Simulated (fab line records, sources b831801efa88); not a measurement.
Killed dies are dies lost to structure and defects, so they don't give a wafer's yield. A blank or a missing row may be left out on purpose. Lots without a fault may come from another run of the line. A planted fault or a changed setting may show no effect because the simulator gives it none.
Chamber matching | flow gf180mcu | GF_SAB_ETCH_11 on rie_diel-01: 4 sister chambers
The step etches SiO2 in C4F8/O2/Ar, target depth 55 nm, time 8.5 s. 18 wafers are shown with their chamber, then 9 later ones without.

WAFERS WITH THEIR CHAMBER
wafer  | chamber | oes_product_au (a.u.)
L074.1 | 1       | 0.984
L074.3 | 2       | 0.992
L074.6 | 3       | 1.010
L078.2 | 2       | 0.984
L078.5 | 2       | 0.989
L078.6 | 1       | 1.005
L079.1 | 1       | 0.989
L079.4 | 0       | 1.003
L079.6 | 3       | 1.013
L085.3 | 0       | 1.005
L085.4 | 2       | 0.980
L085.5 | 1       | 0.992
L087.2 | 2       | 0.986
L087.4 | 0       | 1.005
L087.6 | 2       | 0.991
L090.2 | 2       | 0.992
L090.3 | 1       | 0.980
L090.5 | 0       | 1.013

SIGNATURES (means of the wafers above)
reading        | chamber 0 | chamber 1 | chamber 2 | chamber 3 | scatter within a chamber
oes_product_au | 1.00650   | 0.99000   | 0.98771   | 1.01150   | 0.0063
Rule: a wafer's distance from a chamber is the root of the sum, over the readings, of the square of ((its reading less the chamber's mean) divided by the reading's scatter). The wafer belongs to the nearest chamber; if the next one is less than 2 further off, it can't be placed. The scatter: the root of (the sum of the squares of (reading less its chamber's mean) over the shown wafers, divided by (wafers less chambers)).

WAFERS WITHOUT THEIR CHAMBER
wafer  | oes_product_au (a.u.)
L093.1 | 1.009
L093.5 | 1.008
L093.6 | 0.977
L096.1 | 1.002
L096.3 | 0.987
L096.5 | 0.992
L097.3 | 1.013
L097.4 | 1.025
L097.6 | 1.004

WHICH CHAMBER EACH WENT THROUGH
wafer  | from the rows above               | in truth
L093.1 | can't be placed: 0 or 3           | 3
L093.5 | can't be placed: 0 or 3           | 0
L093.6 | can't be placed: 2 or 1           | 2
L096.1 | can't be placed: 0 or 3 or 1 or 2 | 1
L096.3 | can't be placed: 2 or 1           | 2
L096.5 | can't be placed: 1 or 2 or 0      | 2
L097.3 | can't be placed: 3 or 0           | 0
L097.4 | can't be placed: 3 or 0           | 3
L097.6 | can't be placed: 0 or 3 or 1      | 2
Placed correctly: 0 of 9. Can't be placed from these rows: 9 (the true chamber is among the candidates in 8). Placed wrongly: 0.
